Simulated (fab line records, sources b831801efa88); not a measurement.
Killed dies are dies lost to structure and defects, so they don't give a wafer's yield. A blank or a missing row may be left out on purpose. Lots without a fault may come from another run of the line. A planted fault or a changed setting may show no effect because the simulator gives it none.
Which tool did it? | flow sky130 | 6 lots, 18 wafers sampled, at 3 steps of a route of 708

WHAT THE GAUGES READ, wafer by wafer
SKY_NWELL_RS_MEAS_29: measures by four-point-probe.
lot  | measured     | on            | NWELL_RS (ohm/sq)
L630 | day 5 18:11  | film_metro-03 | 623.5 624.0 623.8
L632 | day 6 02:25  | film_metro-01 | 627.5 626.0 623.8
L634 | day 6 16:24  | film_metro-04 | 643.3 643.6 644.7
L637 | day 7 09:57  | film_metro-04 | 624.4 623.9 627.5
L644 | day 9 09:38  | film_metro-04 | 626.9 626.3 626.0
L652 | day 11 16:42 | film_metro-01 | 625.1 624.6 624.1

WHICH TOOL RAN EACH LOT (tool, then ch and the chambers of the sampled wafers, then the start)
lot  | SKY_FIELD_ISO_ETCH_14             | SKY_NWELL_IMPLANT_11
L630 | rie_diel-03 ch 0,2, day 2 10:13   | implanter-02 ch 0, day 4 23:23
L632 | rie_diel-01 ch 1,3, day 2 20:09   | implanter-01 ch 0, day 5 07:04
L634 | rie_diel-01 ch 0,1,2, day 3 08:28 | implanter-01 ch 0, day 5 20:52
L637 | rie_diel-03 ch 0,2,3, day 3 22:31 | implanter-04 ch 0, day 6 13:10
L644 | rie_diel-01 ch 2,3, day 5 16:12   | implanter-04 ch 0, day 8 10:37
L652 | rie_diel-01 ch 0,1,3, day 7 03:49 | implanter-04 ch 0, day 10 16:14
- SKY_FIELD_ISO_ETCH_14: etches BARC in N2/H2, stops on SiO2, time 45.9 s, target depth 60 nm.
- SKY_NWELL_IMPLANT_11

THE ANSWER, worked out from the rows above alone
Rule: what is usual is taken from the lots themselves. Put in order of their means at a reading, lots are off if they are a third of the lots or fewer, leave a main group of 4 or more, and stand apart from it by a gap of 3 or more times the standard deviation of the main group's means; of several such gaps the widest counts. A main group whose means are all the same, to the digits that the tables above print for the reading, isn't used. A lot without any number at a reading at which 4 lots or more have one is off too. The other lots that the step has rows for count as sound.
Off: L634, at SKY_NWELL_RS_MEAS_29 (NWELL_RS). The main group: mean 625.2 ohm/sq, standard deviation 0.91.
A tool fits if, at a process step before that reading, it ran every lot that is off, and no sound lot after the first of them. The gauges at SKY_NWELL_RS_MEAS_29 are tried like those tools. One fits: implanter-01 at SKY_NWELL_IMPLANT_11. Its last sound lot is L632 (day 5 07:04), its first lot that is off L634 (day 5 20:52): a fault that began between those two fits.

WHAT THE SIMULATOR HAD PUT IN
Process parameter drift: implanter-01, from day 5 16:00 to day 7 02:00, at SKY_NWELL_IMPLANT_11. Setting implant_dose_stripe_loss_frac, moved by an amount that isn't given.
Lots struck among those shown: L634. The rule above found the same.
